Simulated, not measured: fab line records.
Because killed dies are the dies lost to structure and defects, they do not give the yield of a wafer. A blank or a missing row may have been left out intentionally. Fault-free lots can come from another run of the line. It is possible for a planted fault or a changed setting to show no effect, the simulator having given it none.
Split-lot experiment ; flow sfq line ; 23 wafers read across 5 lots, on a route 325 steps long

## THE SPLIT
At SFQ_TRILAYER_I1_VIA_LITHO_COAT_054 (resist thk 62 nm), the setting spin rpm was moved away from the recipe's 3000 rpm on 5 of the 23 wafers read, by +4.5% to +5.9%. The other wafers ran this setting at the recipe's value.

The reading comes from the split's own step.

## THE READING
BARC_of_TRILAYER_I1_VIA_LITHO_COAT_054.thk nm (the simulator's own value, which no gauge read), in nm, at SFQ_TRILAYER_I1_VIA_LITHO_COAT_054 (resist thk 62 nm). The file gives no usual value for it. Across the 18 wafers here that went through the recipe, the average is 61.94 nm and the standard deviation 0.17 nm.

wafer;tool, chamber at the split;spin rpm as run, rpm;against the recipe;BARC_of_TRILAYER_I1_VIA_LITHO_COAT_054.thk nm, nm;against lot-mates on the recipe
L074.1;litho track-01, 0;3000;recipe;61.95;-
L074.2;litho track-01, 0;3000;recipe;61.95;-
L074.3;litho track-01, 0;3000;recipe;61.7;-
L074.4;litho track-01, 0;3000;recipe;61.93;-
L074.6;litho track-01, 0;3000;recipe;61.71;-
L075.3;litho track-01, 0;3000;recipe;61.85;-
L075.5;litho track-01, 0;3000;recipe;61.85;-
L075.4;litho track-01, 0;3000;recipe;61.97;-
L076.2;litho track-04, 0;3176;+5.9%;60.38;-1.86
L076.3;litho track-04, 0;3000;recipe;62.12;-
L076.4;litho track-04, 0;3000;recipe;62.37;-
L076.5;litho track-04, 0;3176;+5.9%;60.43;-1.81
L076.6;litho track-04, 0;3176;+5.9%;60.68;-1.56
L077.1;litho track-04, 0;3000;recipe;61.79;-
L077.3;litho track-04, 0;3135;+4.5%;60.52;-1.41
L077.4;litho track-04, 0;3000;recipe;62;-
L077.5;litho track-04, 0;3135;+4.5%;60.46;-1.47
L077.6;litho track-04, 0;3000;recipe;61.99;-
L083.2;litho track-01, 0;3000;recipe;61.82;-
L083.3;litho track-01, 0;3000;recipe;62.16;-
L083.4;litho track-01, 0;3000;recipe;61.78;-
L083.5;litho track-01, 0;3000;recipe;62.11;-
L083.6;litho track-01, 0;3000;recipe;61.95;-

THE FIT
A straight line over all 23 wafers: BARC_of_TRILAYER_I1_VIA_LITHO_COAT_054.thk nm changes by -0.267 nm for each +1% of spin rpm; r = -0.96; the points scatter about the line by 0.18 nm.
The same after taking each lot's own level away (the mean of its wafers on the recipe; 23 wafers): -0.304 nm for each +1%; r = -0.99; scatter 0.12 nm.
The reading moves by 1.8 nm for the largest change in spin rpm, on that fit.
Across the lots, their own levels run from 61.848 to 62.245 nm, a range of 2.4 times the standard deviation given above.
In other words, the slope is changed by the lot-to-lot level; the two fits disagree.
Check: for one of the wafers moved furthest among these (+5.9%), held out of the fit, the line's prediction against its lot-mates is -1.76 nm. Against them it came out at -1.86 nm.

## OTHER SPLITS ON THESE WAFERS
These wafers also went through other splits before the reading. Each is held against what the fit with the lots' levels taken away leaves over:
other split on the same wafers;wafers away from the commonest value;r with BARC_of_TRILAYER_I1_VIA_LITHO_COAT_054.thk nm (lot level and that fit taken away)
SFQ_TRILAYER_L0_LITHO_COAT_005 spin rpm;6;+0.03
SFQ_TRILAYER_L0_VIA_LITHO_EXPOSE_014 dose mj;7;-0.25
SFQ_TRILAYER_I0_CMP_CMP_028 leave above ref nm;9;-0.09
SFQ_TRILAYER_I0_VIA_LITHO_COAT_036 resist thk nm;7;-0.09
SFQ_TRILAYER_I0_VIA_ETCH_VIA_ETCH_034 source w;7;-0.01
SFQ_TRILAYER_M1_LITHO_COAT_044 spin rpm;11;-0.22
SFQ_TRILAYER_M1_ETCH_METAL_ETCH_042 time s;7;-0.07

## THE FILE'S OWN FIT
BARC_of_TRILAYER_I1_VIA_LITHO_COAT_054.thk nm changes by -0.306 nm for each +1% of spin rpm, r = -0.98.
